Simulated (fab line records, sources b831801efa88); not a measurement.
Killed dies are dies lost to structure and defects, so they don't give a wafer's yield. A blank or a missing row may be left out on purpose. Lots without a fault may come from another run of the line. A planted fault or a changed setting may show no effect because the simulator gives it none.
Which tool did it? | flow sky130 | 6 lots, 18 wafers sampled, at 4 steps of a route of 708

WHAT THE GAUGES READ, wafer by wafer
SKY_VIA1_THK_MEAS_23: measures by xrf.
lot  | measured     | on            | VIA1_W_THK (nm)
L409 | day 35 03:10 | film_metro-03 | 254 255 254
L413 | day 35 22:29 | film_metro-03 | 257 256 253
L416 | day 37 01:46 | film_metro-03 | 260 261 259
L427 | day 40 03:02 | film_metro-02 | 267 265 265
L429 | day 40 21:01 | film_metro-03 | 254 252 254
L431 | day 41 02:28 | film_metro-01 | 264 264 258

WHICH TOOL RAN EACH LOT (tool, then ch and the chambers of the sampled wafers, then the start)
lot  | SKY_GATE_OXIDE_OXIDATION_01   | SKY_VIA1_ETCH_15                   | SKY_VIA1_STRIP_16
L409 | furnace-02 ch 0, day 13 19:12 | rie_diel-02 ch 0,2, day 35 02:09   | plasma_asher-02 ch 0, day 35 02:12
L413 | furnace-01 ch 0, day 14 13:14 | rie_diel-04 ch 0,1,3, day 35 21:34 | plasma_asher-02 ch 0,1, day 35 21:37
L416 | furnace-01 ch 0, day 15 20:33 | rie_diel-01 ch 1,2,3, day 37 00:51 | plasma_asher-01 ch 0,1, day 37 00:54
L427 | furnace-02 ch 0, day 19 06:46 | rie_diel-02 ch 1,3, day 40 02:00   | plasma_asher-01 ch 0, day 40 02:03
L429 | furnace-02 ch 0, day 20 09:41 | rie_diel-04 ch 1,2, day 40 20:05   | plasma_asher-02 ch 0,1, day 40 20:08
L431 | furnace-01 ch 0, day 20 17:23 | rie_diel-02 ch 0,1, day 41 01:28   | plasma_asher-04 ch 0,1, day 41 01:31
- SKY_GATE_OXIDE_OXIDATION_01: stabilise 600 s, purge 300 s, target thk 10.268 nm.
- SKY_VIA1_ETCH_15: etches SiO2 in C4F8/O2/Ar, stops on TiN, target depth 351 nm, time 54 s.
- SKY_VIA1_STRIP_16: strips in O2/N2.

THE ANSWER, worked out from the rows above alone
Rule: what is usual is taken from the lots themselves. Put in order of their means at a reading, lots are off if they are a third of the lots or fewer, leave a main group of 4 or more, and stand apart from it by a gap of 3 or more times the standard deviation of the main group's means; of several such gaps the widest counts. A main group whose means are all the same, to the digits that the tables above print for the reading, isn't used. A lot without any number at a reading at which 4 lots or more have one is off too. The other lots that the step has rows for count as sound.
No lot is off at any reading shown: from this, nothing can be told.

WHAT THE SIMULATOR HAD PUT IN
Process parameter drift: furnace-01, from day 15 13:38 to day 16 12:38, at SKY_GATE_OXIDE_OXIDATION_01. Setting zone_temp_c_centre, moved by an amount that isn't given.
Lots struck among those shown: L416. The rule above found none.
